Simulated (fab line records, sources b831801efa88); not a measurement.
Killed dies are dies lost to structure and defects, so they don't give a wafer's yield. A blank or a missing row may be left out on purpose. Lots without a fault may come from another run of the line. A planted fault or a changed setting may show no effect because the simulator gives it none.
Which tool did it? | flow sky130 | 11 lots, 33 wafers sampled, at 5 steps of a route of 708

WHAT THE GAUGES READ, wafer by wafer
SKY_LI_CONTACT_RS_MEAS_22: measures by four-point-probe. Usual: LI_CONTACT_W_RS 0.2863 ohm/sq, standard deviation 0.0026.
lot  | measured     | on            | LI_CONTACT_W_RS (ohm/sq) | flag
L781 | day 29 12:44 | film_metro-03 | 0.2874 0.2883 0.2904     |
L783 | day 29 17:23 | film_metro-01 | 0.2895 0.2891 0.2906     |
L784 | day 30 04:14 | film_metro-01 | 0.2848 0.2842 0.2873     |
L785 | day 30 10:53 | film_metro-01 | 0.2834 0.2868 0.2837     |
L791 | day 32 11:49 | film_metro-04 | 0.2887 0.2866 0.2881     |
L792 | day 32 22:05 | film_metro-01 | 0.2850 0.2843 0.2862     |
L795 | day 34 14:57 | film_metro-04 | 0.2821 0.2831 0.2850     |
L797 | day 34 16:15 | film_metro-04 | 0.2865 0.2897 0.2849     |
L798 | day 34 17:49 | film_metro-03 | 0.2869 0.2871 0.2832     |
L799 | day 34 19:33 | film_metro-01 | 0.2801 0.2820 0.2806     |
L803 | day 36 09:43 | film_metro-03 | 0.2826 0.2844 0.2849     |

SKY_CONTACT_BOW_MEAS_05. Usual: CONTACT_BOW 81 um, standard deviation 7.1.
lot  | measured     | on            | CONTACT_BOW (um) | flag
L781 | day 30 19:13 | film_metro-01 | 79 77 81         |
L783 | day 30 23:19 | film_metro-01 | 62 84 80         |
L784 | day 31 10:55 | film_metro-04 | 73 87 85         |
L785 | day 31 16:50 | film_metro-02 | 76 78 87         |
L795 | day 35 19:08 | film_metro-02 | 79 81 80         |
L797 | day 35 20:49 | film_metro-04 | 87 83 91         |
L798 | day 35 22:11 | film_metro-02 | 79 95 90         |
L799 | day 35 23:00 | film_metro-02 | 78 73 87         |
L803 | day 37 14:13 | film_metro-02 | 76 78 75         |

WHICH TOOL RAN EACH LOT (tool, then ch and the chambers of the sampled wafers, then the start)
lot  | SKY_LI_CONTACT_CMP_24         | SKY_LOCAL_INTERCONNECT_METAL_ETCH_14 | SKY_LOCAL_INTERCONNECT_STRIP_15
L781 | cmp-01 ch 0,1,2, day 29 12:56 | rie_metal-04 ch 0,1, day 30 17:56    | plasma_asher-01 ch 0, day 30 17:59
L783 | cmp-01 ch 1,2,3, day 29 17:36 | rie_metal-02 ch 0,1, day 30 22:08    | plasma_asher-02 ch 0,1, day 30 22:11
L784 | cmp-02 ch 2,3, day 30 04:24   | rie_metal-02 ch 0,1, day 31 09:19    | plasma_asher-04 ch 0, day 31 09:22
L785 | cmp-02 ch 0,3, day 30 11:04   | rie_metal-01 ch 0,1, day 31 15:30    | plasma_asher-01 ch 0,1, day 31 15:33
L791 | cmp-01 ch 2,3, day 32 12:02   | rie_metal-01 ch 0,1, day 33 15:48    | plasma_asher-01 ch 0,1, day 33 15:51
L792 | cmp-01 ch 0,1,3, day 32 22:24 | rie_metal-01 ch 0,1, day 34 02:52    | plasma_asher-01 ch 0,1, day 34 02:55
L795 | cmp-02 ch 0,1,3, day 34 15:08 | rie_metal-01 ch 0,1, day 35 17:50    | plasma_asher-02 ch 0,1, day 35 17:53
L797 | cmp-01 ch 1,2,3, day 34 16:26 | rie_metal-02 ch 0,1, day 35 19:18    | plasma_asher-04 ch 0,1, day 35 19:21
L798 | cmp-02 ch 1,2,3, day 34 18:02 | rie_metal-01 ch 0, day 35 20:53      | plasma_asher-01 ch 0, day 35 20:56
L799 | cmp-02 ch 0,1,2, day 34 19:44 | rie_metal-04 ch 0,1, day 35 21:41    | plasma_asher-04 ch 0,1, day 35 21:44
L803 | cmp-02 ch 0,3, day 36 09:53   | rie_metal-01 ch 0,1, day 37 13:02    | plasma_asher-04 ch 1, day 37 13:05
- SKY_LI_CONTACT_CMP_24: polishes, stops on PSG, t overpolish 20 s, target thk 0 nm.
- SKY_LOCAL_INTERCONNECT_METAL_ETCH_14: etches TiN in Cl2/BCl3, stops on PSG, target depth 110 nm, time 31.4 s.
- SKY_LOCAL_INTERCONNECT_STRIP_15: strips in O2/N2.

WHAT THE TOOLS THEMSELVES READ (means of the sampled wafers that have a number; where no wafer has one, the mark that the record gives instead)
SKY_LI_CONTACT_CMP_24. Usual: motor_current_A 10.9 A, standard deviation 0.86; overpolish_run_s 20.000 s, standard deviation 0.0084; time_to_endpoint_s 96 s, standard deviation 3.2.
lot  | tool   | motor_current_A (A) | overpolish_run_s (s) | time_to_endpoint_s (s) | flag
L781 | cmp-01 | 10.7                | 20.005               | 94                     |
L783 | cmp-01 | 11.0                | 19.999               | 100                    |
L784 | cmp-02 | 10.8                | 19.995               | 103                    |
L785 | cmp-02 | 10.8                | 20.004               | 102                    |
L791 | cmp-01 | 11.6                | 20.002               | 99                     |
L792 | cmp-01 | 11.1                | 20.002               | 95                     |
L795 | cmp-02 | 10.7                | 19.997               | 97                     |
L797 | cmp-01 | 11.1                | 19.999               | 91                     |
L798 | cmp-02 | 11.1                | 19.993               | 99                     |
L799 | cmp-02 | 11.1                | 20.003               | 96                     |
L803 | cmp-02 | 10.4                | 20.002               | 94                     |

SKY_LOCAL_INTERCONNECT_METAL_ETCH_14. Usual: bcl3_flow_sccm 30.01 sccm, standard deviation 0.086; bias_w 48.52 W, standard deviation 0.14; drypump_motor_current_A 6.1 A, standard deviation 0.36; he_backside_leak_sccm 3.3 sccm, standard deviation 0.33; oes_product_au 0.938 a.u., standard deviation 0.0071; throttle_valve_pct 21.902 %, standard deviation 0.01.
lot  | tool         | bcl3_flow_sccm (sccm) | bias_w (W) | drypump_motor_current_A (A) | he_backside_leak_sccm (sccm) | oes_product_au (a.u.) | throttle_valve_pct (%) | flag
L781 | rie_metal-04 | 30.05                 | 48.59      | 6.1                         | 3.2                          | 0.937                 | 21.911                 |
L783 | rie_metal-02 | 29.96                 | 48.44      | 6.0                         | 3.4                          | 0.946                 | 21.898                 |
L784 | rie_metal-02 | 30.00                 | 48.65      | 5.7                         | 3.6                          | 0.938                 | 21.904                 |
L785 | rie_metal-01 | 29.93                 | 48.31      | 6.3                         | 3.3                          | 0.945                 | 21.897                 |
L791 | rie_metal-01 | -                     | -          | -                           | -                            | -                     | -                      | OFF
L792 | rie_metal-01 | -                     | -          | -                           | -                            | -                     | -                      | OFF
L795 | rie_metal-01 | 29.96                 | 48.34      | 6.3                         | 3.2                          | 0.942                 | 21.900                 |
L797 | rie_metal-02 | 29.94                 | 48.49      | 6.0                         | 3.3                          | 0.944                 | 21.902                 |
L798 | rie_metal-01 | 29.91                 | 48.66      | 6.4                         | 3.4                          | 0.944                 | 21.887                 |
L799 | rie_metal-04 | 30.02                 | 48.40      | 6.3                         | 3.2                          | 0.947                 | 21.901                 |
L803 | rie_metal-01 | 30.00                 | 48.45      | 6.3                         | 3.4                          | 0.942                 | 21.894                 |

SKY_LOCAL_INTERCONNECT_STRIP_15. Usual: drypump_motor_current_A 5.8 A, standard deviation 0.45; n2_flow_sccm 299.8 sccm, standard deviation 0.84; oes_product_au 0.426 a.u., standard deviation 0.0042; strip_time_to_endpoint_s 4.719 s, standard deviation 0.018.
lot  | tool            | drypump_motor_current_A (A) | n2_flow_sccm (sccm) | oes_product_au (a.u.) | strip_time_to_endpoint_s (s) | flag
L781 | plasma_asher-01 | 6.1                         | 298.8               | 0.424                 | 4.730                        |
L783 | plasma_asher-02 | 5.6                         | 299.6               | 0.428                 | 4.728                        |
L784 | plasma_asher-04 | 5.9                         | 300.5               | 0.427                 | 4.711                        |
L785 | plasma_asher-01 | 5.9                         | 299.2               | 0.424                 | 4.730                        |
L791 | plasma_asher-01 | 5.5                         | 299.3               | 0.447                 | 5.191                        | OFF
L792 | plasma_asher-01 | 5.5                         | 299.7               | 0.445                 | 5.209                        | OFF
L795 | plasma_asher-02 | 6.0                         | 299.8               | 0.425                 | 4.715                        |
L797 | plasma_asher-04 | 5.8                         | 300.2               | 0.427                 | 4.729                        |
L798 | plasma_asher-01 | 6.1                         | 299.6               | 0.431                 | 4.743                        |
L799 | plasma_asher-04 | 5.9                         | 301.0               | 0.429                 | 4.700                        |
L803 | plasma_asher-04 | 5.7                         | 299.4               | 0.424                 | 4.747                        |

THE ANSWER, worked out from the rows above alone
Rule: a lot is off if the mean of its wafers that have a number lies more than 3 standard deviations from the usual mean. A lot without any number at a reading at which 4 lots or more have one is off too. The other lots that the step has rows for count as sound. The gauges are gone through in route order, then the tools' own readings, and for those a lot's mean is taken as printed above. The first step at which some lot is off is used, and at that step the reading that is off furthest; a lot without a number counts as furthest.
Off: L791, L792, at SKY_LOCAL_INTERCONNECT_METAL_ETCH_14 (bcl3_flow_sccm). Without a number there: L791, L792.
A tool fits if, at that step or a process step before it, it ran every lot that is off, and no sound lot after the first of them. None of those tried fits.

WHAT THE SIMULATOR HAD PUT IN
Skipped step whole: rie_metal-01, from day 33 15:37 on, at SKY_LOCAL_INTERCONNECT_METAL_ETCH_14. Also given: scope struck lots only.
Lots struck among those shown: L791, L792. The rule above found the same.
